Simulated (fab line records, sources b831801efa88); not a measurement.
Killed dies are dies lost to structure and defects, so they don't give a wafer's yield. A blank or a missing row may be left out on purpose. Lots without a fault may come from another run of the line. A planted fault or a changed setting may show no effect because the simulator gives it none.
Chamber matching | flow sky130 | SKY_VIA3_CMP_02 on cmp-01: 4 sister chambers
The step polishes SiO2. 14 wafers are shown with their chamber, then 7 later ones without.

WAFERS WITH THEIR CHAMBER
wafer  | chamber | motor_current_A (A)
L276.1 | 1       | 10.0
L276.2 | 2       | 15.9
L276.4 | 0       | 9.8
L279.1 | 0       | 10.8
L279.4 | 1       | 10.5
L279.5 | 3       | 13.1
L281.1 | 3       | 13.2
L281.4 | 1       | 10.3
L281.5 | 0       | 10.4
L292.3 | 1       | 10.4
L292.4 | 3       | 13.0
L292.5 | 2       | 16.2
L294.3 | 1       | 10.3
L294.4 | 3       | 12.7

SIGNATURES (means of the wafers above)
reading         | chamber 0 | chamber 1 | chamber 2 | chamber 3 | scatter within a chamber
motor_current_A | 10.333    | 10.300    | 16.050    | 13.000    | 0.288
Rule: a wafer's distance from a chamber is the root of the sum, over the readings, of the square of ((its reading less the chamber's mean) divided by the reading's scatter). The wafer belongs to the nearest chamber; if the next one is less than 2 further off, it can't be placed. The scatter: the root of (the sum of the squares of (reading less its chamber's mean) over the shown wafers, divided by (wafers less chambers)).

WAFERS WITHOUT THEIR CHAMBER
wafer  | motor_current_A (A)
L294.6 | 16.7
L296.1 | 10.6
L296.3 | 12.4
L296.4 | 16.1
L298.1 | 10.1
L298.3 | 10.7
L298.5 | 15.6

WHICH CHAMBER EACH WENT THROUGH
wafer  | from the rows above     | in truth
L294.6 | 2                       | 2
L296.1 | can't be placed: 0 or 1 | 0
L296.3 | 3                       | 3
L296.4 | 2                       | 2
L298.1 | can't be placed: 1 or 0 | 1
L298.3 | can't be placed: 0 or 1 | 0
L298.5 | 2                       | 2
Placed correctly: 4 of 7. Can't be placed from these rows: 3 (the true chamber is among the candidates in 3). Placed wrongly: 0.
